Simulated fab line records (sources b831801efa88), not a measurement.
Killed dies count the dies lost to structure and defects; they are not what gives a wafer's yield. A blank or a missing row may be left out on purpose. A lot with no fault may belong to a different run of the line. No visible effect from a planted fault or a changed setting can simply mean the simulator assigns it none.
fab line records -- flow sky130
[record] lots = 10, wafers = 30, last-day = 49
route steps=708 shown POLY_GATE@205 LDD_P@262 SPACER@304
lots that met no fault: taken from a fault-free run of the same line
start-h: the number of hours between the record's first day and the start of the first shown wafer of the lot -- wait-h: time in hours since the lot's previous step -- " repeats the value in the row above -- L1.1+2: a row that stands for several wafers -- - value missing, or start not given -- * or withheld: withheld -- < > ~ a bound
route shown NAME@n: NAME is a module with steps in the file, n the number in the route of the first one -- usual: mean and standard deviation over wafers with no fault -- same: alike in all rows -- chamber/n: place in a boat -- sites: the reading at each site -- _std_site: standard deviation of those values -- _edge_site: outer sites' mean less inner sites' -- radius-mm: how far each site lies from the wafer's centre -- mask NAME#n: copy n -- behind: the last tool/chamber to shape the wafer -- hold: the reason the lot was held/the length of the hold in hours/how it ended -- device: which transistor (n, p or np) failed to switch -- end of line: the tests these same wafers got at the end of their route -- a step with no rows: only its recipe -- killed: dies lost to structure and defects at the first sort, not the wafer's yield -- map: a wafer's dies, x killed, . not, _ none there
set.NAME: the run value of the setting; set.NAME@STEP: its run value at that earlier step -- model.NAME: the simulator's own value behind a step, which no gauge read
one table for each step of the route and one row for each wafer, over a sample of lots
services: a tool's chamber out of use, with start hour (start-h, from the record's first day; less than 0 if before it), hours out, and reason
[[steps]]
[step SKY_POLY_GATE_THK_MEAS_01]
[recipe] reads = poly-Si_of_POLY_GATE_CVD_00
[usual] POLY_GATE_CVD_00_THK = 179.9/1.5
lot.wafer,tool,chamber,start-h,wait-h,POLY_GATE_CVD_00_THK[nm]
L201.1,film-metro-03,-,347.21,0.0,182.1
L201.2,film-metro-03,-,347.21,0.0,182.2
L201.6,film-metro-03,-,347.21,0.0,183.0
L202.4,film-metro-02,-,347.24,0.0,178.4
L202.5,film-metro-02,-,347.24,0.0,180.4
L202.6,film-metro-02,-,347.24,0.0,180.7
L204.1,film-metro-04,-,362.85,0.0,180.3
L204.5,film-metro-04,-,362.85,0.0,181.5
L204.6,film-metro-04,-,362.85,0.0,178.7
L205.1,film-metro-02,-,370.02,0.0,179.7
L205.5,film-metro-02,-,370.02,0.0,179.8
L205.6,film-metro-02,-,370.02,0.0,179.4
L207.1,film-metro-04,-,379.36,0.0,180.9
L207.2,film-metro-04,-,379.36,0.0,179.8
L207.4,film-metro-04,-,379.36,0.0,180.1
L208.2,film-metro-02,-,395.29,0.0,180.2
L208.4,film-metro-02,-,395.29,0.0,181.9
L208.6,film-metro-02,-,395.29,0.0,179.3
L211.2,film-metro-04,-,423.01,0.0,180.7
L211.3,film-metro-04,-,423.01,0.0,181.5
L211.6,film-metro-04,-,423.01,0.0,178.4
L213.1,film-metro-04,-,440.26,0.0,178.7
L213.2,film-metro-04,-,440.26,0.0,177.4
L213.3,film-metro-04,-,440.26,0.0,177.9
L214.1,film-metro-03,-,448.28,0.0,180.2
L214.5,film-metro-03,-,448.28,0.0,180.4
L214.6,film-metro-03,-,448.28,0.0,178.9
L215.1,film-metro-02,-,459.76,0.0,180.5
L215.3,film-metro-02,-,459.76,0.0,179.1
L215.6,film-metro-02,-,459.76,0.0,179.9
[step SKY_LDD_P_CD_MEAS_07]
[recipe] target-cd-nm = 380
[usual] cd-nm = 379.8/2.3
lot.wafer,tool,chamber,start-h,wait-h,cd-nm
L202.4,cd-sem-02,-,471.08,0.1,382.9
L202.5,cd-sem-02,-,471.08,0.1,382.6
L202.6,cd-sem-02,-,471.08,0.1,383.6
L201.1,cd-sem-01,-,471.28,0.1,379.1
L201.2,cd-sem-01,-,471.28,0.1,379.3
L201.6,cd-sem-01,-,471.28,0.1,379.7
L204.1,cd-sem-02,-,488.63,0.1,376.3
L204.5,cd-sem-02,-,488.63,0.1,376.9
L204.6,cd-sem-02,-,488.63,0.1,375.8
L205.1,cd-sem-01,-,494.62,0.1,379.8
L205.5,cd-sem-01,-,494.62,0.1,380.4
L205.6,cd-sem-01,-,494.62,0.1,380.8
L207.1,cd-sem-02,-,506.07,0.1,381.9
L207.2,cd-sem-02,-,506.07,0.1,381.0
L207.4,cd-sem-02,-,506.07,0.1,378.8
L208.2,cd-sem-01,-,527.34,0.1,377.8
L208.4,cd-sem-01,-,527.34,0.1,380.3
L208.6,cd-sem-01,-,527.34,0.1,380.5
L211.2,cd-sem-01,-,548.44,0.1,380.5
L211.3,cd-sem-01,-,548.44,0.1,380.6
L211.6,cd-sem-01,-,548.44,0.1,381.4
L213.1,cd-sem-02,-,568.02,0.1,377.0
L213.2,cd-sem-02,-,568.02,0.1,377.4
L213.3,cd-sem-02,-,568.02,0.1,375.4
L214.1,cd-sem-02,-,574.92,0.1,378.7
L214.5,cd-sem-02,-,574.92,0.1,382.5
L214.6,cd-sem-02,-,574.92,0.1,379.0
L215.1,cd-sem-02,-,584.52,0.1,377.6
L215.3,cd-sem-02,-,584.52,0.1,381.6
L215.6,cd-sem-02,-,584.52,0.1,380.9
[step SKY_LDD_P_STRIP_10]
[recipe] chemistry = O2/N2, power-w = 1400, pressure-mtorr = 1500, platen-temp-c = withheld, o2-flow-sccm = 3000, n2-flow-sccm = 300, overash-fraction = 0.5
[usual] drypump-motor-current-A = 5.6/0.45, o2-flow-sccm = 2999/9, oes-product-au = 0.716/0.0047, strip-time-to-endpoint-s = 14.20/0.035
lot.wafer,tool,chamber,start-h,wait-h,drypump-motor-current-A,o2-flow-sccm,oes-product-au,rf-hours-counter-h,strip-time-to-endpoint-s
L202.4,plasma-asher-02,1,471.36,0.1,4.7,2992,0.711,-,14.18
L202.5,plasma-asher-02,0,471.36,0.1,5.4,2996,0.713,-,14.20
L202.6,plasma-asher-02,1,471.36,0.1,4.7,2982,0.713,-,14.19
L201.1,plasma-asher-03,0,471.59,0.1,6.2,3006,0.718,36,14.27
L201.2,plasma-asher-03,1,471.59,0.1,5.3,2995,0.721,36,14.23
L201.6,plasma-asher-03,1,471.59,0.1,5.3,3014,0.719,-,14.24
L204.1,plasma-asher-03,1,488.94,0.1,5.3,3005,0.711,38,14.25
L204.5,plasma-asher-03,1,488.94,0.1,5.4,3017,0.715,-,14.24
L204.6,plasma-asher-03,0,488.94,0.1,6.2,3007,0.721,-,14.22
L205.1,plasma-asher-04,1,494.92,0.1,5.8,3025,0.720,6,14.16
L205.5,plasma-asher-04,1,494.92,0.1,5.8,3005,0.720,-,14.21
L205.6,plasma-asher-04,0,494.92,0.1,5.4,2999,0.714,-,14.17
L207.1,plasma-asher-03,0,506.37,0.1,6.2,3003,0.713,40,14.16
L207.2,plasma-asher-03,1,506.37,0.1,5.3,3016,0.713,40,14.17
L207.4,plasma-asher-03,0,506.37,0.1,6.2,3005,0.718,-,14.21
L208.2,plasma-asher-04,0,527.62,0.1,5.4,2999,0.715,10,14.23
L208.4,plasma-asher-04,1,527.62,0.1,5.8,3012,0.706,-,14.20
L208.6,plasma-asher-04,1,527.62,0.1,5.8,2994,0.717,-,14.20
L211.2,plasma-asher-02,1,548.72,0.1,4.7,3003,0.712,70,14.22
L211.3,plasma-asher-02,1,548.72,0.1,4.7,2994,0.718,-,14.24
L211.6,plasma-asher-02,0,548.72,0.1,5.4,3012,0.719,-,14.22
L213.1,plasma-asher-02,0,568.32,0.1,5.4,3001,0.717,72,14.18
L213.2,plasma-asher-02,1,568.32,0.1,4.8,2994,0.715,72,14.16
L213.3,plasma-asher-02,0,568.32,0.1,5.4,2988,0.724,-,14.17
L214.1,plasma-asher-04,1,575.22,0.1,5.8,2978,0.712,15,14.18
L214.5,plasma-asher-04,1,575.22,0.1,5.8,2980,0.712,-,14.14
L214.6,plasma-asher-04,0,575.22,0.1,5.4,2992,0.712,-,14.15
L215.1,plasma-asher-02,0,584.82,0.1,5.5,3015,0.716,74,14.19
L215.3,plasma-asher-02,0,584.82,0.1,5.4,3003,0.714,-,14.23
L215.6,plasma-asher-02,0,584.82,0.1,5.5,3002,0.727,-,14.25
[step SKY_SPACER_CVD_00]
[recipe] material = Si3N4, precursor = DCS/NH3, target-thk-nm = 43.1, temp-c = 770, time-s = 740, pressure-mtorr = 250
[usual] spike-tc-bottom-C = 788.4/1.2, spike-tc-centre-C = 769.5/0.94, spike-tc-lower-C = 770.8/1.2, spike-tc-top-C = 783.8/2, spike-tc-upper-C = 769.9/0.99, susceptor-temp-C = 770.0/0.36, zone-power-bottom-pct = 23.0/0.34
lot.wafer,tool,chamber,start-h,wait-h,spike-tc-bottom-C,spike-tc-centre-C,spike-tc-lower-C,spike-tc-top-C,spike-tc-upper-C,susceptor-temp-C,zone-power-bottom-pct
L201.1,lpcvd-02,0,565.14,1.4,787.9,770.6,769.9,780.9,770.0,770.2,22.5
L201.2,lpcvd-02,0,565.14,1.4,790.7,768.5,770.0,782.1,770.8,769.9,22.4
L201.6,lpcvd-02,0,565.14,1.4,790.3,769.1,772.3,782.4,772.4,770.3,22.5
L202.4,lpcvd-02,1,565.14,1.5,789.4,770.5,771.7,786.3,770.9,769.5,23.3
L202.5,lpcvd-02,1,565.14,1.5,786.6,769.7,770.7,785.1,769.7,769.6,22.9
L202.6,lpcvd-02,1,565.14,1.5,787.9,770.1,771.4,784.9,769.6,769.0,22.9
L204.1,lpcvd-02,0,580.61,0.0,788.4,770.8,770.0,782.5,770.0,770.8,23.0
L204.5,lpcvd-02,0,580.61,0.0,788.8,769.8,769.6,783.0,770.6,770.4,22.5
L204.6,lpcvd-02,0,580.61,0.0,788.8,769.8,768.7,781.3,771.7,770.6,22.4
L205.1,lpcvd-02,0,584.46,0.0,787.4,769.1,770.8,781.5,770.4,770.4,22.6
L205.5,lpcvd-02,0,584.46,0.0,787.8,769.4,769.1,781.9,770.3,770.8,22.6
L205.6,lpcvd-02,0,584.46,0.0,788.9,770.5,770.1,781.1,770.4,770.9,22.3
L207.1,lpcvd-02,1,597.62,0.0,786.1,770.5,772.9,784.5,770.4,770.3,23.1
L207.2,lpcvd-02,1,597.62,0.0,786.0,768.8,770.9,785.1,771.0,769.5,23.3
L207.4,lpcvd-02,1,597.62,0.0,788.2,769.6,770.1,783.9,770.1,769.5,23.2
L208.2,lpcvd-02,1,617.54,0.8,789.2,771.5,770.0,785.0,770.0,770.4,23.6
L208.4,lpcvd-02,1,617.54,0.8,788.3,769.0,769.7,786.9,768.7,770.6,23.6
L208.6,lpcvd-02,1,617.54,0.8,789.0,767.9,770.6,785.0,768.4,770.1,23.3
L211.2,lpcvd-02,0,637.02,0.0,789.5,769.8,771.8,783.0,769.4,770.0,23.0
L211.3,lpcvd-02,0,637.02,0.0,788.5,770.4,768.9,783.1,770.1,770.1,22.8
L211.6,lpcvd-02,0,637.02,0.0,789.0,769.9,768.6,783.4,767.9,769.5,22.4
L213.1,lpcvd-02,1,656.67,0.0,789.4,770.6,773.6,786.4,769.4,769.5,23.1
L213.2,lpcvd-02,1,656.67,0.0,788.4,770.8,770.8,786.9,769.8,769.7,23.2
L213.3,lpcvd-02,1,656.67,0.0,787.1,768.2,770.8,784.8,770.6,769.5,23.1
L214.1,lpcvd-02,1,662.42,0.7,765.6,747.7,750.9,765.1,747.3,748.4,21.9
L214.5,lpcvd-02,1,662.42,0.7,764.5,748.0,748.3,765.1,748.6,747.8,22.3
L214.6,lpcvd-02,1,662.42,0.7,764.7,747.9,750.0,764.6,747.1,748.4,21.9
L215.1,lpcvd-02,0,672.79,0.3,768.4,748.6,746.9,761.0,747.2,748.0,21.6
L215.3,lpcvd-02,0,672.79,0.3,767.5,748.7,748.2,759.7,746.9,748.1,21.8
L215.6,lpcvd-02,0,672.79,0.3,767.9,747.5,746.5,760.9,745.5,747.8,21.7
[step SKY_SPACER_THK_MEAS_01]
[recipe] reads = Si3N4_of_SPACER_CVD_00
[usual] SPACER_CVD_00_THK = 43.2/0.37
lot.wafer,tool,chamber,start-h,wait-h,SPACER_CVD_00_THK[nm]
L201.1,film-metro-01,-,566.34,0.0,43.4
L201.2,film-metro-01,-,566.34,0.0,43.4
L201.6,film-metro-01,-,566.34,0.0,43.5
L202.4,film-metro-04,-,566.37,0.0,42.2
L202.5,film-metro-04,-,566.37,0.0,43.0
L202.6,film-metro-04,-,566.37,0.0,42.4
L204.1,film-metro-01,-,581.82,0.0,44.0
L204.5,film-metro-01,-,581.82,0.0,43.7
L204.6,film-metro-01,-,581.82,0.0,43.3
L205.1,film-metro-03,-,585.67,0.0,43.8
L205.5,film-metro-03,-,585.67,0.0,43.6
L205.6,film-metro-03,-,585.67,0.0,43.8
L207.1,film-metro-03,-,598.83,0.0,43.1
L207.2,film-metro-03,-,598.83,0.0,43.1
L207.4,film-metro-03,-,598.83,0.0,43.0
L208.2,film-metro-03,-,619.35,0.0,43.2
L208.4,film-metro-03,-,619.35,0.0,43.5
L208.6,film-metro-03,-,619.35,0.0,43.1
L211.2,film-metro-03,-,638.24,0.0,43.1
L211.3,film-metro-03,-,638.24,0.0,42.9
L211.6,film-metro-03,-,638.24,0.0,42.8
L213.1,film-metro-04,-,657.87,0.0,43.4
L213.2,film-metro-04,-,657.87,0.0,42.8
L213.3,film-metro-04,-,657.87,0.0,43.5
L214.1,film-metro-04,-,663.63,0.0,27.8
L214.5,film-metro-04,-,663.63,0.0,28.0
L214.6,film-metro-04,-,663.63,0.0,27.7
L215.1,film-metro-03,-,673.99,0.0,27.2
L215.3,film-metro-03,-,673.99,0.0,27.6
L215.6,film-metro-03,-,673.99,0.0,26.9
[step SKY_SPACER_ETCHBACK_02]
[recipe] chemistry = CH3F/O2, target = Si3N4, stop-on = SiO2, source-w = 400, bias-w = 80, pressure-mtorr = 25, ch3f-flow-sccm = 40, O2_flow_sccm = 30, time-s = 46.7, target-depth-a = 450
[usual] drypump-motor-current-A = 5.9/0.42, oes-product-au = 0.855/0.0061, throttle-valve-pct = 10.562/0.0091
lot.wafer,tool,chamber,start-h,wait-h,drypump-motor-current-A,oes-product-au,rf-hours-counter-h,throttle-valve-pct
L201.1,rie-diel-03,1,566.40,0.1,6.3,0.853,8,10.539
L201.2,rie-diel-03,2,566.40,0.1,5.8,0.861,17,10.557
L201.6,rie-diel-03,2,566.40,0.1,5.8,0.862,-,10.577
L202.4,rie-diel-04,0,566.40,0.0,5.9,0.844,42,10.557
L202.5,rie-diel-04,3,566.40,0.0,6.0,0.849,-,10.577
L202.6,rie-diel-04,2,566.40,0.0,5.3,0.850,-,10.560
L204.1,rie-diel-01,1,581.88,0.1,6.6,0.867,29,10.573
L204.5,rie-diel-01,3,581.88,0.1,5.1,0.861,-,10.580
L204.6,rie-diel-01,2,581.88,0.1,6.1,0.853,-,10.560
L205.1,rie-diel-04,1,585.73,0.1,6.1,0.862,72,10.564
L205.5,rie-diel-04,0,585.73,0.1,5.9,0.860,-,10.560
L205.6,rie-diel-04,3,585.73,0.1,6.0,0.857,-,10.572
L207.1,rie-diel-04,3,598.89,0.1,6.0,0.866,6,10.551
L207.2,rie-diel-04,2,598.89,0.1,5.3,0.854,7,10.572
L207.4,rie-diel-04,2,598.89,0.1,5.4,0.852,-,10.553
L208.2,rie-diel-01,1,619.40,0.0,6.7,0.858,30,10.564
L208.4,rie-diel-01,0,619.40,0.0,5.8,0.864,7,10.569
L208.6,rie-diel-01,2,619.40,0.0,6.1,0.856,-,10.565
L211.2,rie-diel-03,3,638.29,0.0,6.5,0.849,23,10.584
L211.3,rie-diel-03,0,638.29,0.0,5.2,0.848,59,10.566
L211.6,rie-diel-03,3,638.29,0.0,6.5,0.866,-,10.561
L213.1,rie-diel-04,3,657.93,0.1,6.0,0.861,7,10.567
L213.2,rie-diel-04,2,657.93,0.1,5.3,0.854,7,10.572
L213.3,rie-diel-04,1,657.93,0.1,6.1,0.857,1,10.575
L214.1,rie-diel-01,3,663.69,0.1,5.2,0.685,11,10.531
L214.5,rie-diel-01,0,663.69,0.1,5.8,0.681,-,10.546
L214.6,rie-diel-01,1,663.69,0.1,6.7,0.689,-,10.540
L215.1,rie-diel-04,1,674.05,0.1,6.1,0.688,1,10.528
L215.3,rie-diel-04,3,674.05,0.1,6.0,0.677,7,10.546
L215.6,rie-diel-04,0,674.05,0.1,5.9,0.674,-,10.549
[[services]]
tool,chamber,start-h,hours,kind
plasma-asher-04,-,450.31,2.7,repair
plasma-asher-02,-,453.70,1.1,repair
rie-diel-01,-,464.14,0.2,repair
rie-diel-01,2,560.15,4.3,repair
rie-diel-04,1,586.04,-,clean
rie-diel-04,1,586.04,21.2,scheduled-down
rie-diel-04,1,586.04,21.2,vent-cycle
rie-diel-04,-,606.08,14.6,pm
rie-diel-03,3,646.18,1.5,repair
rie-diel-04,1,650.34,5.6,repair
rie-diel-04,-,669.53,1.6,repair
plasma-asher-03,-,671.43,0.4,repair
rie-diel-03,0,672.00,-,clean
rie-diel-03,0,672.00,12.4,scheduled-down
rie-diel-03,0,672.00,12.4,vent-cycle
[[key]]
[first-sign] step = SKY_SPACER_CVD_00, reading = susceptor-temp-C, direction = down, sigmas = 61, usual = *, struck = *
[effect] step = SKY_SPACER_CVD_00, reading = spike-tc-upper-C, direction = down, sigmas = 23, usual = 769.9, struck = 747.1
[effect] step = SKY_SPACER_THK_MEAS_01, reading = SPACER_CVD_00_THK, direction = down, sigmas = 43, usual = 43.2, struck = 27.5
[effect] step = SKY_SPACER_ETCHBACK_02, reading = oes-product-au, direction = down, sigmas = 28, usual = 0.855, struck = 0.682
met-at SKY_SPACER_CVD_00
struck-lots L214,L215
tester-left-out L214,L215
not-acting-at SKY_POLY_GATE_THK_MEAS_01,SKY_LDD_P_CD_MEAS_07,SKY_LDD_P_STRIP_10
onset-between 656.67 662.42
[fault] kind = process-parameter-drift, tool = lpcvd-02, chamber = -, onset-h = 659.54, steps = SKY_SPACER_CVD_00, channel = temp-c, offset = *, shape = step, end-h = 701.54, acts-in = *, stated = *
// tester-left-out: of these lots the tester's yield and bins aren't shown, on N5 and GAA mostly nor the transistor test; their killed dies are dies lost to structure and defects alone, not to doping, threshold or leakage, so they don't give the yield
